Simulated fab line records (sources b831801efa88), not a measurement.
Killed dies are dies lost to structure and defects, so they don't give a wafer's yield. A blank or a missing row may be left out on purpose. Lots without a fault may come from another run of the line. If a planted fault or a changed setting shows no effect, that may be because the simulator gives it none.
Matching of chambers	flow sky130	SKY_VIA3_CMP_24 on cmp-02 has 4 sister chambers
The step polishes, stops on SiO2, t overpolish 20 s, target thk 0 nm. 4 wafers are shown with their chamber, then 11 later ones without.

== WAFERS PAIRED WITH THEIR CHAMBERS ==
wafer	chamber	motor-current-A (A)
L084.6	1	12.0
L087.1	3	11.1
L087.5	2	11.7
L088.1	0	11.5

== WAFERS WITHOUT THEIR CHAMBER ==
wafer	motor-current-A (A)
L088.3	11.9
L088.5	12.4
L090.1	11.3
L090.2	11.9
L090.3	13.1
L094.1	10.9
L094.3	11.2
L094.5	12.4
L097.2	13.3
L097.3	11.1
L097.5	11.7

== THE CHAMBER EACH PASSED THROUGH ==
wafer	from the rows above	in truth
L088.3	can't be placed: 1 or 2 or 0 or 3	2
L088.5	can't be placed: 1 or 2 or 0 or 3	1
L090.1	can't be placed: 0 or 3 or 2 or 1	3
L090.2	can't be placed: 1 or 2 or 0 or 3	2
L090.3	can't be placed: 1 or 2 or 0 or 3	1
L094.1	can't be placed: 3 or 0 or 2 or 1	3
L094.3	can't be placed: 3 or 0 or 2 or 1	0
L094.5	can't be placed: 1 or 2 or 0 or 3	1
L097.2	can't be placed: 1 or 2 or 0 or 3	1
L097.3	can't be placed: 3 or 0 or 2 or 1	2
L097.5	can't be placed: 2 or 0 or 1 or 3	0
Correct placement for 0 of the 11. Cannot be placed on the basis of these rows: 11; the candidates contain the true chamber in 11. Number placed wrongly: 0.
How it was worked out, from the rows above alone: a wafer's distance from a chamber is the root of the sum, over the readings, of the square of ((its reading less the chamber's mean) divided by the reading's scatter). The wafer belongs to the nearest chamber; if the next one is less than 2 further off, it can't be placed. A chamber's mean is the mean of its shown wafers. The scatter: root of mean squared gap, hidden wafer to nearest shown wafer, with one shown wafer a chamber.
